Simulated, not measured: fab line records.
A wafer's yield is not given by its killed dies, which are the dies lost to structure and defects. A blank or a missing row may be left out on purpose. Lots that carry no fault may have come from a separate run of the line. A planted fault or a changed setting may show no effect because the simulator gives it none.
Which tool was responsible? ; flow gf180mcu ; 39 wafers from 13 lots sampled at 5 of the route's 602 steps

## WHAT THE GAUGES SHOWED, per wafer
GF_M3_RS_MEAS_05: a four-point-probe measurement.
lot;measured;on;M3_ALCU_RS (ohm/sq)
L597;day 20 08:22;filmMetro-03;0.0685 0.0689 0.0692
L598;day 20 15:51;filmMetro-04;0.0694 0.0705 0.0706
L599;day 21 05:08;filmMetro-04;0.0699 0.0688 0.0691
L600;day 21 14:12;filmMetro-04;0.0693 0.0694 0.0695
L601;day 21 22:45;filmMetro-04;0.0711 0.0692 0.0701
L604;day 23 10:43;filmMetro-04;0.0694 0.0697 0.0704
L609;day 24 21:51;filmMetro-04;0.0702 0.0689 0.0683
L610;day 25 03:47;filmMetro-03;0.0674 0.0681 0.0677
L616;day 26 21:11;filmMetro-03;0.0687 0.0688 0.0689
L617;day 27 07:59;filmMetro-04;0.0709 0.0708 0.0705
L618;day 27 13:55;filmMetro-03;0.0683 0.0676 0.0680
L619;day 27 20:47;filmMetro-04;0.0688 0.0707 0.0713
L620;day 28 02:02;filmMetro-04;0.0699 0.0690 0.0699

GF_M3_CD_MEAS_14: the cd target is 280 nm.
lot;measured;on;cdNm (nm)
L597;day 21 08:29;cdSem-01;280.1 281.1 279.4
L598;day 21 16:01;cdSem-01;281.4 282.1 281.0
L599;day 22 04:43;cdSem-01;279.7 281.3 279.6
L600;day 22 14:13;cdSem-01;278.8 279.9 280.4
L601;day 22 22:44;cdSem-02;282.4 282.6 281.8
L604;day 24 09:15;cdSem-02;280.1 279.9 279.5
L609;day 25 19:42;cdSem-02;280.9 279.4 279.7
L610;day 26 00:31;cdSem-02;281.6 281.7 282.1
L616;day 27 16:34;cdSem-01;278.6 278.7 279.0
L617;day 28 03:29;cdSem-01;280.9 282.0 281.2
L618;day 28 09:14;cdSem-01;282.2 281.7 281.3
L619;day 28 16:29;cdSem-01;279.2 278.4 279.1
L620;day 28 21:32;cdSem-01;279.8 278.8 279.5

GF_V3_RS_MEAS_24: a four-point-probe measurement.
lot;measured;on;V3_W_RS (ohm/sq)
L597;day 22 10:19;filmMetro-02;0.327 0.325 0.328
L598;day 22 18:33;filmMetro-04;0.330 0.331 0.328
L599;day 23 06:08;filmMetro-02;0.332 0.330 0.330
L600;day 23 15:56;filmMetro-04;0.336 0.337 0.327
L601;day 24 00:16;filmMetro-02;0.328 0.334 0.324
L604;day 25 09:59;filmMetro-03;0.334 0.333 0.329
L609;day 26 18:58;filmMetro-03;0.328 0.329 0.326
L610;day 26 23:37;filmMetro-03;0.328 0.330 0.325
L616;day 28 15:16;filmMetro-02;0.328 0.323 0.323
L617;day 29 02:41;filmMetro-04;0.325 0.324 0.326
L618;day 29 07:25;filmMetro-03;0.328 0.329 0.329
L619;day 29 13:37;filmMetro-03;0.327 0.323 0.321
L620;day 29 19:15;filmMetro-02;0.336 0.331 0.333

GF_PASSIVATION_THK_MEAS_01.
lot;measured;on;PASSIVATION_CVD_00_THK (nm)
L597;day 28 03:17;filmMetro-02;987 1010 1006
L598;day 28 11:50;filmMetro-03;993 1018 1009
L599;day 28 20:54;filmMetro-02;986 1002 987
L600;day 29 04:24;filmMetro-03;978 976 983
L601;day 29 12:10;filmMetro-02;988 1020 995
L604;day 30 16:21;filmMetro-02;1015 1019 1034
L609;day 31 21:45;filmMetro-02;507 502 514
L610;day 32 00:13;filmMetro-02;517 529 542
L616;day 33 10:49;filmMetro-02;996 1002 1009
L617;day 33 19:30;filmMetro-02;995 1004 993
L618;day 34 03:52;filmMetro-03;989 994 1003
L619;day 34 04:20;filmMetro-02;989 1001 999
L620;day 34 09:09;filmMetro-03;997 990 1012

## WHICH TOOL RAN EACH LOT (tool, then ch and the chambers of the sampled wafers, then the start)
lot;GF_PASSIVATION_CVD_00
L597;pecvd-04 ch 0,2, day 28 03:11
L598;pecvd-01 ch 0,1,2, day 28 11:46
L599;pecvd-03 ch 0,1, day 28 20:46
L600;pecvd-04 ch 0,1,2, day 29 04:19
L601;pecvd-03 ch 0,1,2, day 29 12:04
L604;pecvd-01 ch 0,1, day 30 16:16
L609;pecvd-04 ch 1,2, day 31 21:37
L610;pecvd-04 ch 0,2, day 32 00:07
L616;pecvd-01 ch 0,1, day 33 10:43
L617;pecvd-03 ch 0,2, day 33 19:25
L618;pecvd-01 ch 0,1,2, day 34 03:46
L619;pecvd-03 ch 0,1,2, day 34 04:14
L620;pecvd-01 ch 0,1,2, day 34 09:04
- GF_PASSIVATION_CVD_00: deposits SiO2 from TEOS, target thk 1000 nm, time 111.95 s.

## AS READ BY THE TOOLS THEMSELVES (means over the sampled wafers that have a number; for cases with no such wafer, the mark the record gives instead)
GF_PASSIVATION_CVD_00.
lot;tool;heaterPowerW (W)
L597;pecvd-04;697
L598;pecvd-01;595
L599;pecvd-03;610
L600;pecvd-04;706
L601;pecvd-03;586
L604;pecvd-01;614
L609;pecvd-04;635
L610;pecvd-04;735
L616;pecvd-01;574
L617;pecvd-03;532
L618;pecvd-01;608
L619;pecvd-03;567
L620;pecvd-01;628

## THE ANSWER, worked out from the rows above alone
Rule: what is usual is taken from the lots themselves. The widest of any qualifying gaps counts: lots, ordered by their means at a reading, are off when they make up no more than a third of the lots, leave a main group of 4 or more, and stand apart from it by 3 or more times the standard deviation of that group's means. The tables above print the reading to a certain number of digits; a main group whose means all agree to those digits is not used. Also off: a lot with no number at a reading for which 4 or more lots have one. All remaining lots with rows at the step are treated as sound. Order of review: gauges by route order, followed by the tools' own readings, for which a lot's mean as printed above is used. At the first step where some lot is off, the reading lying furthest off is the one used; lots without a number count as furthest.
Off: L609, L610, seen at GF_PASSIVATION_THK_MEAS_01 (PASSIVATION_CVD_00_THK). The main group has a mean of 999 nm with a standard deviation of 10.
A tool fits if, at a process step before that reading, it ran every lot that is off, and no sound lot after the first of them. The gauges at GF_PASSIVATION_THK_MEAS_01 are tried like those tools. One fits: GF_PASSIVATION_CVD_00 on pecvd-04. A fault onset in the window from L600 (day 29 04:19, its last sound lot) to L609 (day 31 21:37, its first lot off) fits.

## WHAT THE SIMULATOR HAD INSERTED
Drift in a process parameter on pecvd-04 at GF_PASSIVATION_CVD_00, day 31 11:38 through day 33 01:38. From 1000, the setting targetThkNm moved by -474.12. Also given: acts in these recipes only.
Shown lots that were struck: L609, L610. Same finding as the rule above.
